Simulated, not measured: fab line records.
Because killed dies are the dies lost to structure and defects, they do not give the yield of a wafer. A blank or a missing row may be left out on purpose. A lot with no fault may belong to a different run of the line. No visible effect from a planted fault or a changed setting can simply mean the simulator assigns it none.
fab line records	flow sky130	part 1 of 2: steps 1 to 27 of 33
record: lots: 5	wafers: 15	last_day: 50
route steps=708 shown LOCAL_INTERCONNECT@394 CONTACT@406
lots with no fault: from the same line, run without faults
start_h: hours from the record's opening day to when the first of the lot's shown wafers began	wait_h: how many hours have passed since the lot's step before this one	" repeats the value in the row above	L1.1+2: one row covering several wafers at once	- no value, or no start given	* or withheld: withheld	< > ~ a bound
route shown NAME@n: a module of which the file shows steps, and the number in the route of the first	usual: mean/standard deviation taken from wafers without a fault	same: alike in all rows	chamber/n: place in a boat	sites: per-site readings	_std_site: how widely they spread, as a standard deviation	_edge_site: outer sites' mean less inner sites'	radius_mm: for every site, how far away it sits from the centre of the wafer	mask NAME#n: copy n	behind: tool/chamber where the wafer was last shaped	hold: the reason the lot was held/the length of the hold in hours/how it ended	device: transistor that didn't switch, given as n, p or np	end of line: the same wafers' tests at the end of the route	where a step has no rows: the recipe by itself	killed: count of dies lost to structure and defects at first sort (not the wafer's yield)	map: dies across one wafer; x = killed, . = not, _ = none there
set.NAME: the setting the step ran with; set.NAME@STEP: the setting that earlier step ran with	model.NAME: the simulator's own value behind a step, which no gauge read
a table for each step, a row for each wafer; lots at some steps of the route
services: when a tool's chamber went out of use (start_h, in hours from the record's first day, below 0 if earlier), for how many hours, and the reason
== steps ==
step: SKY_LOCAL_INTERCONNECT_SOFTBAKE_07
recipe: temp_c: 100	time_s: 90	resist: KrF-thick
lot.wafer	tool	chamber	start_h	wait_h
L082.2+3+4	litho_track-03	0	-	-
L086.3+4+5	litho_track-04	0	-	-
L089.2+4+6	litho_track-01	0	-	-
L093.4+5+6	litho_track-04	0	-	-
L096.2+3+5	litho_track-04	0	-	-
step: SKY_LOCAL_INTERCONNECT_EXPOSE_08
recipe: mask_id: LI1M	na: 0.8	source_shape: annular	sigma_inner: 0.55	sigma_outer: 0.85	target_cd_nm: 170	dose_mj: 28
usual: reticle_temp_C: 22.98/0.12
lot.wafer	tool	chamber	start_h	wait_h	mask	reticle_temp_C
L082.2	krf_scanner-01	0	-	-	LI1M#0	22.83
L082.3	"	0	"	"	LI1M#0	22.87
L082.4	"	0	"	"	LI1M#0	22.87
L086.3	krf_scanner-02	0	-	-	LI1M#0	22.98
L086.4	"	0	"	"	LI1M#0	23.06
L086.5	"	0	"	"	LI1M#0	23.00
L089.2	krf_scanner-01	0	-	-	LI1M#0	22.97
L089.4	"	0	"	"	LI1M#0	22.98
L089.6	"	0	"	"	LI1M#0	23.00
L093.4	krf_scanner-01	0	-	-	LI1M#0	23.11
L093.5	"	0	"	"	LI1M#0	22.98
L093.6	"	0	"	"	LI1M#0	22.92
L096.2	krf_scanner-02	0	-	-	LI1M#0	23.11
L096.3	"	0	"	"	LI1M#0	23.04
L096.5	"	0	"	"	LI1M#0	22.97
step: SKY_LOCAL_INTERCONNECT_PEB_09
recipe: peb_temp_c: withheld	peb_time_s: withheld	resist: KrF-thick
lot.wafer	tool	chamber	start_h	wait_h
L082.2+3+4	litho_track-01	0	-	-
L086.3+4+5	litho_track-03	0	-	-
L089.2+4+6	litho_track-01	0	-	-
L093.4+5+6	litho_track-01	0	-	-
L096.2+3+5	litho_track-01	0	-	-
step: SKY_LOCAL_INTERCONNECT_DEVELOP_10
recipe: develop_time_s: 60	resist: KrF-thick	dev_temp_c: 21
same: develop_time_s: 60
lot.wafer	tool	chamber	start_h	wait_h
L082.2+3+4	litho_track-01	0	-	-
L086.3+4+5	litho_track-03	0	-	-
L089.2+4+6	litho_track-01	0	-	-
L093.4+5+6	litho_track-01	0	-	-
L096.2+3+5	litho_track-01	0	-	-
step: SKY_LOCAL_INTERCONNECT_CD_MEAS_11
recipe: target_cd_nm: 170
usual: cd_nm: 169.9/1.4
lot.wafer	tool	chamber	start_h	wait_h	cd_nm
L082.2	cd_sem-01	-	771.42	-	169.7
L082.3	"	-	"	"	170.7
L082.4	"	-	"	"	171.7
L086.3	cd_sem-01	-	813.92	-	169.5
L086.4	"	-	"	"	171.0
L086.5	"	-	"	"	171.5
L089.2	cd_sem-02	-	838.22	-	168.7
L089.4	"	-	"	"	169.1
L089.6	"	-	"	"	168.7
L093.4	cd_sem-02	-	859.57	-	166.3
L093.5	"	-	"	"	167.0
L093.6	"	-	"	"	166.7
L096.2	cd_sem-01	-	874.67	-	170.9
L096.3	"	-	"	"	171.1
L096.5	"	-	"	"	171.4
step: SKY_LOCAL_INTERCONNECT_OVL_MEAS_12
usual: LOCAL_INTERCONNECT_OVL: 2/5.2
lot.wafer	tool	chamber	start_h	wait_h	LOCAL_INTERCONNECT_OVL[nm]
L082.2	overlay-01	-	771.52	0.1	8
L082.3	"	-	"	"	11
L082.4	"	-	"	"	11
L086.3	overlay-02	-	814.01	0.1	4
L086.4	"	-	"	"	1
L086.5	"	-	"	"	3
L089.2	overlay-02	-	838.32	0.1	14
L089.4	"	-	"	"	11
L089.6	"	-	"	"	6
L093.4	overlay-02	-	859.65	0.1	11
L093.5	"	-	"	"	5
L093.6	"	-	"	"	4
L096.2	overlay-01	-	874.77	0.1	-2
L096.3	"	-	"	"	-3
L096.5	"	-	"	"	1
step: SKY_LOCAL_INTERCONNECT_ETCH_13
recipe: chemistry: N2/H2	target: BARC	ion_energy_ev: 200	bias_w: 100	pressure_mtorr: 30	n2_flow_sccm: 100	h2_flow_sccm: 200	icp_w: 500	stop_on: SiO2	time_s: 45.9	target_depth_a: 600
usual: chamber_pressure_mTorr: 30.001/0.027	drypump_motor_current_A: 5.6/0.4	oes_product_au: 0.854/0.0045	rf_fwd_power_W: 494.4/1.6	throttle_valve_pct: 13.226/0.0088
lot.wafer	tool	chamber	start_h	wait_h	chamber_pressure_mTorr	drypump_motor_current_A	oes_product_au	rf_fwd_power_W	rf_hours_counter_h	throttle_valve_pct
L082.2	rie_metal-03	0	771.55	0.0	30.035	4.9	0.850	494.2	5	13.219
L082.3	"	1	"	"	30.012	5.9	0.845	491.3	-	13.224
L082.4	"	0	"	"	30.026	4.9	0.850	494.1	-	13.221
L086.3	rie_metal-04	1	814.05	0.0	30.050	5.6	0.855	496.3	-	13.226
L086.4	"	0	"	"	29.992	6.0	0.854	494.8	-	13.216
L086.5	"	0	"	"	29.955	6.0	0.849	496.1	-	13.229
L089.2	rie_metal-01	0	838.35	0.0	29.993	5.5	0.851	493.9	12	13.227
L089.4	"	1	"	"	29.979	5.1	0.849	495.6	-	13.225
L089.6	"	0	"	"	30.023	5.5	0.850	495.1	-	13.215
L093.4	rie_metal-04	1	859.69	0.0	30.010	5.6	0.861	494.2	-	13.229
L093.5	"	1	"	"	29.991	5.6	0.858	495.7	-	13.216
L093.6	"	0	"	"	29.999	6.0	0.852	494.0	-	13.233
L096.2	rie_metal-03	1	874.80	0.0	30.012	5.9	0.851	493.1	1	13.232
L096.3	"	0	"	"	29.967	4.9	0.854	495.9	-	13.234
L096.5	"	1	"	"	29.990	5.9	0.849	493.1	-	13.215
step: SKY_LOCAL_INTERCONNECT_METAL_ETCH_14
recipe: target_depth_nm: 110	stop_on: PSG	chemistry: Cl2/BCl3	target: TiN	resist_sidewall_deg: 88	pressure_mtorr: 10	icp_w: 900	bias_w: 48.5	Cl2_flow_sccm: 60	bcl3_flow_sccm: 30	time_s: 31.4
usual: chamber_pressure_mTorr: 10.000/0.0096	drypump_motor_current_A: 5.5/0.4	mfc_cl2_sccm: 60.01/0.19	oes_product_au: 0.962/0.0058	rf_fwd_power_W: 887/3.4	throttle_valve_pct: 21.889/0.0094
lot.wafer	tool	chamber	start_h	wait_h	chamber_pressure_mTorr	drypump_motor_current_A	mfc_cl2_sccm	oes_product_au	rf_fwd_power_W	rf_hours_counter_h	throttle_valve_pct
L082.2	rie_metal-03	0	771.61	0.0	10.006	4.8	60.01	0.961	887	5	21.903
L082.3	"	1	"	"	10.004	5.8	59.83	0.961	882	-	21.898
L082.4	"	0	"	"	9.995	4.8	60.07	0.956	891	-	21.893
L086.3	rie_metal-04	1	814.11	0.0	10.000	5.6	59.78	0.959	891	-	21.889
L086.4	"	0	"	"	9.986	6.0	59.97	0.962	889	-	21.884
L086.5	"	0	"	"	10.002	6.0	59.93	0.963	889	-	21.883
L089.2	rie_metal-01	0	838.41	0.0	9.995	5.5	60.17	0.967	885	12	21.906
L089.4	"	1	"	"	9.996	5.1	59.87	0.965	891	-	21.885
L089.6	"	0	"	"	9.997	5.5	60.06	0.970	885	-	21.886
L093.4	rie_metal-04	1	859.75	0.0	9.998	5.6	60.22	0.966	894	-	21.865
L093.5	"	1	"	"	9.992	5.6	60.08	0.952	893	-	21.879
L093.6	"	0	"	"	9.998	6.0	60.13	0.963	887	-	21.892
L096.2	rie_metal-03	1	874.86	0.0	10.007	5.8	60.01	0.967	886	1	21.892
L096.3	"	0	"	"	9.997	4.9	59.93	0.964	883	-	21.877
L096.5	"	1	"	"	10.017	5.9	60.26	0.966	882	-	21.886
step: SKY_LOCAL_INTERCONNECT_STRIP_15
recipe: chemistry: O2/N2	power_w: 1400	pressure_mtorr: 1500	platen_temp_c: withheld	o2_flow_sccm: 3000	n2_flow_sccm: 300	overash_fraction: 0.5
usual: chamber_pressure_mTorr: 1500.0/1.5	drypump_motor_current_A: 5.6/0.35	oes_product_au: 0.426/0.0045	strip_time_to_endpoint_s: 4.713/0.018
lot.wafer	tool	chamber	start_h	wait_h	chamber_pressure_mTorr	drypump_motor_current_A	oes_product_au	rf_hours_counter_h	strip_time_to_endpoint_s
L082.2	plasma_asher-04	1	771.67	0.0	1499.3	5.0	0.431	99	4.697
L082.3	"	0	"	"	1501.4	5.3	0.434	-	4.730
L082.4	"	1	"	"	1501.9	5.0	0.431	-	4.697
L086.3	plasma_asher-04	1	814.18	0.1	1500.3	5.0	0.427	-	4.714
L086.4	"	0	"	"	1499.5	5.3	0.423	-	4.698
L086.5	"	0	"	"	1497.5	5.3	0.430	-	4.695
L089.2	plasma_asher-02	1	838.47	0.0	1499.1	5.5	0.433	9	4.730
L089.4	"	0	"	"	1498.9	5.6	0.421	-	4.726
L089.6	"	1	"	"	1499.6	5.5	0.436	-	4.746
L093.4	plasma_asher-04	0	859.81	0.1	1501.5	5.4	0.421	-	4.713
L093.5	"	1	"	"	1498.9	5.0	0.429	-	4.707
L093.6	"	0	"	"	1502.5	5.3	0.425	-	4.709
L096.2	plasma_asher-02	0	874.92	0.0	1498.9	5.6	0.426	13	4.703
L096.3	"	1	"	"	1504.0	5.5	0.433	-	4.693
L096.5	"	0	"	"	1500.8	5.6	0.425	-	4.712
step: SKY_LOCAL_INTERCONNECT_STRIP_16
recipe: chemistry: post_etch_residue_remover	time_s: 1200	temp_c: 72.5
usual: bath_heat_duty_pct: 13.8/1.3
lot.wafer	tool	chamber	start_h	wait_h	bath_heat_duty_pct
L082.2	wet_bench-02	2	771.77	0.1	13.7
L082.3	"	2	"	"	13.1
L082.4	"	2	"	"	12.7
L086.3	wet_bench-02	2	814.25	0.0	11.4
L086.4	"	2	"	"	13.8
L086.5	"	2	"	"	12.9
L089.2	wet_bench-03	0	838.57	0.1	13.8
L089.4	"	0	"	"	16.1
L089.6	"	0	"	"	15.5
L093.4	wet_bench-04	0	859.88	0.0	14.9
L093.5	"	0	"	"	14.9
L093.6	"	0	"	"	14.4
L096.2	wet_bench-03	3	875.02	0.1	16.3
L096.3	"	3	"	"	16.3
L096.5	"	3	"	"	14.6
step: SKY_LOCAL_INTERCONNECT_CLEAN_17
recipe: chemistry: IPA	time_s: 180	temp_c: 25
usual: bath_heat_duty_pct: 5.9/0.69
lot.wafer	tool	chamber	start_h	wait_h	bath_heat_duty_pct
L082.2	wet_bench-03	3	772.14	0.0	5.9
L082.3	"	3	"	"	6.6
L082.4	"	3	"	"	6.2
L086.3	wet_bench-04	0	814.62	0.0	6.4
L086.4	"	0	"	"	6.6
L086.5	"	0	"	"	6.0
L089.2	wet_bench-02	3	838.94	0.0	5.8
L089.4	"	3	"	"	5.5
L089.6	"	3	"	"	5.5
L093.4	wet_bench-02	2	860.63	0.0	5.3
L093.5	"	2	"	"	5.7
L093.6	"	2	"	"	5.0
L096.2	wet_bench-04	3	875.70	0.0	5.2
L096.3	"	3	"	"	5.7
L096.5	"	3	"	"	5.7
step: SKY_LOCAL_INTERCONNECT_CLEAN_18
recipe: chemistry: O3/DIW	dry: n2_spin
lot.wafer	tool	chamber	start_h	wait_h
L082.2+3+4	wet_bench-04	0	772.25	0.0
L086.3+4+5	wet_bench-03	3	814.68	0.0
L089.2+4+6	wet_bench-04	0	839.07	0.0
L093.4+5+6	wet_bench-03	0	860.68	0.0
L096.2+3+5	wet_bench-03	0	875.76	0.0
step: SKY_CONTACT_CVD_00
recipe: material: Si3N4	target_thk_nm: 75	temp_c: 400	time_s: withheld	rf_w: 450
usual: heater_power_outer_w: 467/58	heater_power_w: 755/98	rf_fwd_power_W: 444.3/2
lot.wafer	tool	chamber	start_h	wait_h	heater_power_outer_w	heater_power_w	rf_fwd_power_W
L082.2	pecvd-02	0	772.35	0.0	518	749	444.0
L082.3	"	2	"	"	359	535	447.0
L082.4	"	0	"	"	515	732	442.1
L086.3	pecvd-04	2	814.79	0.0	492	807	446.1
L086.4	"	1	"	"	362	639	439.8
L086.5	"	2	"	"	496	834	446.8
L089.2	pecvd-03	2	839.16	0.0	471	864	441.1
L089.4	"	1	"	"	503	845	442.8
L089.6	"	2	"	"	471	864	443.4
L093.4	pecvd-03	2	860.79	0.0	535	952	437.9
L093.5	"	0	"	"	447	749	445.1
L093.6	"	1	"	"	499	826	445.1
L096.2	pecvd-02	0	875.95	0.0	591	853	443.2
L096.3	"	1	"	"	430	741	446.3
L096.5	"	0	"	"	479	690	444.1
step: SKY_CONTACT_THK_MEAS_01
recipe: reads: Si3N4_of_CONTACT_CVD_00
usual: CONTACT_CVD_00_THK: 75.2/1
lot.wafer	tool	chamber	start_h	wait_h	CONTACT_CVD_00_THK[nm]
L082.2	film_metro-01	-	772.41	-	74.2
L082.3	"	-	"	"	75.2
L082.4	"	-	"	"	75.4
L086.3	film_metro-02	-	814.85	-	77.2
L086.4	"	-	"	"	78.7
L086.5	"	-	"	"	77.3
L089.2	film_metro-01	-	839.20	-	74.4
L089.4	"	-	"	"	74.8
L089.6	"	-	"	"	74.9
L093.4	film_metro-01	-	860.84	-	75.5
L093.5	"	-	"	"	75.2
L093.6	"	-	"	"	76.0
L096.2	film_metro-01	-	876.03	-	73.4
L096.3	"	-	"	"	74.0
L096.5	"	-	"	"	75.1
step: SKY_CONTACT_HDPCVD_02
recipe: material: SiO2	target_thk_nm: 565	sigma_open_frac: 0.3	time_s: 94.2	temp_c: 600	sih4_flow_sccm: 60	pressure_mtorr: 6
usual: sih4_flow_sccm: 59.97/0.17
lot.wafer	tool	chamber	start_h	wait_h	sih4_flow_sccm
L082.2	hdpcvd-02	0	772.46	0.0	60.03
L082.3	"	2	"	"	59.74
L082.4	"	0	"	"	60.00
L086.3	hdpcvd-02	2	814.89	0.0	60.17
L086.4	"	2	"	"	59.95
L086.5	"	0	"	"	59.94
L089.2	hdpcvd-02	2	839.25	0.0	59.91
L089.4	"	0	"	"	59.96
L089.6	"	2	"	"	60.11
L093.4	hdpcvd-01	0	860.90	0.1	59.85
L093.5	"	1	"	"	59.95
L093.6	"	2	"	"	60.04
L096.2	hdpcvd-01	2	876.08	0.0	59.79
L096.3	"	1	"	"	59.81
L096.5	"	1	"	"	60.03
step: SKY_CONTACT_THK_MEAS_03
recipe: reads: SiO2_of_CONTACT_HDPCVD_02
usual: CONTACT_HDPCVD_THK: 566/4.8
lot.wafer	tool	chamber	start_h	wait_h	CONTACT_HDPCVD_THK[nm]
L082.2	film_metro-02	-	772.54	0.0	562
L082.3	"	-	"	"	572
L082.4	"	-	"	"	567
L086.3	film_metro-01	-	814.98	0.1	562
L086.4	"	-	"	"	559
L086.5	"	-	"	"	563
L089.2	film_metro-03	-	839.33	0.0	564
L089.4	"	-	"	"	564
L089.6	"	-	"	"	555
L093.4	film_metro-02	-	860.97	0.0	555
L093.5	"	-	"	"	554
L093.6	"	-	"	"	560
L096.2	film_metro-02	-	876.26	0.2	566
L096.3	"	-	"	"	566
L096.5	"	-	"	"	561
step: SKY_CONTACT_CMP_04
recipe: material: SiO2	down_force_psi: 4	platen_rpm: 60	pad_velocity_m_s: 0.94248
usual: motor_current_A: 12.7/0.87	time_to_endpoint_s: 84/3.9
lot.wafer	tool	chamber	start_h	wait_h	motor_current_A	time_to_endpoint_s
L082.2	cmp-02	3	772.59	0.0	12.0	84
L082.3	"	0	"	"	11.8	88
L082.4	"	2	"	"	12.3	84
L086.3	cmp-01	2	815.12	0.1	11.9	80
L086.4	"	3	"	"	14.1	85
L086.5	"	0	"	"	12.4	86
L089.4	cmp-01	3	839.38	0.0	14.6	85
L089.2	"	2	"	"	10.9	80
L089.6	"	3	"	"	14.0	82
L093.4	cmp-01	3	861.15	0.2	14.6	78
L093.5	"	0	"	"	12.4	77
L093.6	"	1	"	"	12.9	86
L096.2	cmp-01	1	876.67	0.4	12.3	86
L096.3	"	2	"	"	11.6	78
L096.5	"	0	"	"	13.0	80
step: SKY_CONTACT_BOW_MEAS_05
recipe: mode: bow
usual: CONTACT_BOW: 80/7.6
lot.wafer	tool	chamber	start_h	wait_h	CONTACT_BOW[um]
L082.2	film_metro-02	-	772.91	0.3	74
L082.3	"	-	"	"	63
L082.4	"	-	"	"	70
L086.3	film_metro-01	-	815.36	0.2	72
L086.4	"	-	"	"	92
L086.5	"	-	"	"	91
L089.2	film_metro-03	-	839.70	0.1	82
L089.4	"	-	"	"	70
L089.6	"	-	"	"	84
L093.4	film_metro-02	-	861.36	0.2	79
L093.5	"	-	"	"	65
L093.6	"	-	"	"	79
L096.2	film_metro-02	-	876.94	0.2	92
L096.3	"	-	"	"	64
L096.5	"	-	"	"	82
step: SKY_CONTACT_DEHYDRATE_06
recipe: temp_c: 200	time_s: 60
lot.wafer	tool	chamber	start_h	wait_h
L082.2+3+4	litho_track-02	0	786.01	13.1
L086.3+4+5	litho_track-02	0	828.19	12.8
L089.2+4+6	litho_track-02	0	851.96	12.2
L093.4+5+6	litho_track-01	0	873.57	12.2
L096.2+3+5	litho_track-02	0	889.42	12.5
step: SKY_CONTACT_HMDS_07
recipe: prime_time_s: 60	prime_temp_c: 120
lot.wafer	tool	chamber	start_h	wait_h
L082.2+3+4	litho_track-02	0	786.16	0.1
L086.3+4+5	litho_track-02	0	828.34	0.1
L089.2+4+6	litho_track-02	0	852.11	0.1
L093.4+5+6	litho_track-01	0	873.72	0.1
L096.2+3+5	litho_track-02	0	889.57	0.1
step: SKY_CONTACT_COAT_08
recipe: resist: BARC	temp_c: withheld	time_s: withheld	spin_rpm: 3000	resist_thk_nm: 60
usual: dispense_pressure_kPa: 50.5/2.1
lot.wafer	tool	chamber	start_h	wait_h	dispense_pressure_kPa
L082.2	litho_track-02	0	786.31	0.1	48.5
L082.3	"	0	"	"	48.5
L082.4	"	0	"	"	48.5
L086.3	litho_track-02	0	828.49	0.1	48.6
L086.4	"	0	"	"	48.6
L086.5	"	0	"	"	48.6
L089.2	litho_track-02	0	852.26	0.1	48.5
L089.4	"	0	"	"	48.5
L089.6	"	0	"	"	48.5
L093.4	litho_track-01	0	873.87	0.1	53.0
L093.5	"	0	"	"	52.9
L093.6	"	0	"	"	52.9
L096.2	litho_track-02	0	889.72	0.1	48.6
L096.3	"	0	"	"	48.6
L096.5	"	0	"	"	48.5
step: SKY_CONTACT_COAT_09
recipe: resist: KrF-thick	spin_rpm: 3000	resist_thk_nm: 450
usual: dispense_pressure_kPa: 50.5/2.1
lot.wafer	tool	chamber	start_h	wait_h	dispense_pressure_kPa
L082.2	litho_track-02	0	-	-	48.6
L082.3	"	0	"	"	48.5
L082.4	"	0	"	"	48.5
L086.3	litho_track-02	0	-	-	48.5
L086.4	"	0	"	"	48.6
L086.5	"	0	"	"	48.6
L089.2	litho_track-02	0	-	-	48.5
L089.4	"	0	"	"	48.5
L089.6	"	0	"	"	48.5
L093.4	litho_track-01	0	-	-	52.9
L093.5	"	0	"	"	52.9
L093.6	"	0	"	"	53.0
L096.2	litho_track-02	0	-	-	48.5
L096.3	"	0	"	"	48.6
L096.5	"	0	"	"	48.5
step: SKY_CONTACT_SOFTBAKE_10
recipe: temp_c: 100	time_s: 90	resist: KrF-thick
lot.wafer	tool	chamber	start_h	wait_h
L082.2+3+4	litho_track-02	0	-	-
L086.3+4+5	litho_track-02	0	-	-
L089.2+4+6	litho_track-02	0	-	-
L093.4+5+6	litho_track-01	0	-	-
L096.2+3+5	litho_track-02	0	-	-
step: SKY_CONTACT_EXPOSE_11
recipe: mask_id: CTM1	na: 0.8	source_shape: annular	sigma_inner: 0.55	sigma_outer: 0.85	target_cd_nm: 170	dose_mj: 38
usual: reticle_temp_C: 23.02/0.1
lot.wafer	tool	chamber	start_h	wait_h	mask	reticle_temp_C
L082.2	krf_scanner-01	0	-	-	CTM1#0	23.01
L082.3	"	0	"	"	CTM1#0	23.03
L082.4	"	0	"	"	CTM1#0	22.96
L086.3	krf_scanner-01	0	-	-	CTM1#0	23.02
L086.4	"	0	"	"	CTM1#0	23.07
L086.5	"	0	"	"	CTM1#0	22.90
L089.2	krf_scanner-01	0	-	-	CTM1#0	23.18
L089.4	"	0	"	"	CTM1#0	23.07
L089.6	"	0	"	"	CTM1#0	23.05
L093.4	krf_scanner-02	0	-	-	CTM1#0	23.01
L093.5	"	0	"	"	CTM1#0	22.91
L093.6	"	0	"	"	CTM1#0	22.93
L096.2	krf_scanner-01	0	-	-	CTM1#0	22.97
L096.3	"	0	"	"	CTM1#0	23.06
L096.5	"	0	"	"	CTM1#0	23.17
step: SKY_CONTACT_PEB_12
recipe: peb_temp_c: withheld	peb_time_s: withheld	resist: KrF-thick
lot.wafer	tool	chamber	start_h	wait_h
L082.2+3+4	litho_track-01	0	-	-
L086.3+4+5	litho_track-03	0	-	-
L089.2+4+6	litho_track-02	0	-	-
L093.4+5+6	litho_track-03	0	-	-
L096.2+3+5	litho_track-03	0	-	-
step: SKY_CONTACT_DEVELOP_13
recipe: develop_time_s: 60	resist: KrF-thick	dev_temp_c: 21
same: develop_time_s: 60
lot.wafer	tool	chamber	start_h	wait_h
L082.2+3+4	litho_track-01	0	-	-
L086.3+4+5	litho_track-03	0	-	-
L089.2+4+6	litho_track-02	0	-	-
L093.4+5+6	litho_track-03	0	-	-
L096.2+3+5	litho_track-03	0	-	-
step: SKY_CONTACT_CD_MEAS_14
recipe: target_cd_nm: 170
usual: cd_nm: 169.8/1.4
lot.wafer	tool	chamber	start_h	wait_h	cd_nm
L082.2	cd_sem-02	-	799.76	-	171.5
L082.3	"	-	"	"	171.8
L082.4	"	-	"	"	171.5
L086.3	cd_sem-01	-	842.17	-	168.9
L086.4	"	-	"	"	169.3
L086.5	"	-	"	"	168.8
L089.2	cd_sem-01	-	865.76	-	166.9
L089.4	"	-	"	"	167.9
L089.6	"	-	"	"	167.9
L093.4	cd_sem-01	-	886.54	-	167.4
L093.5	"	-	"	"	169.2
L093.6	"	-	"	"	169.6
L096.2	cd_sem-01	-	903.20	-	166.8
L096.3	"	-	"	"	167.6
L096.5	"	-	"	"	169.2
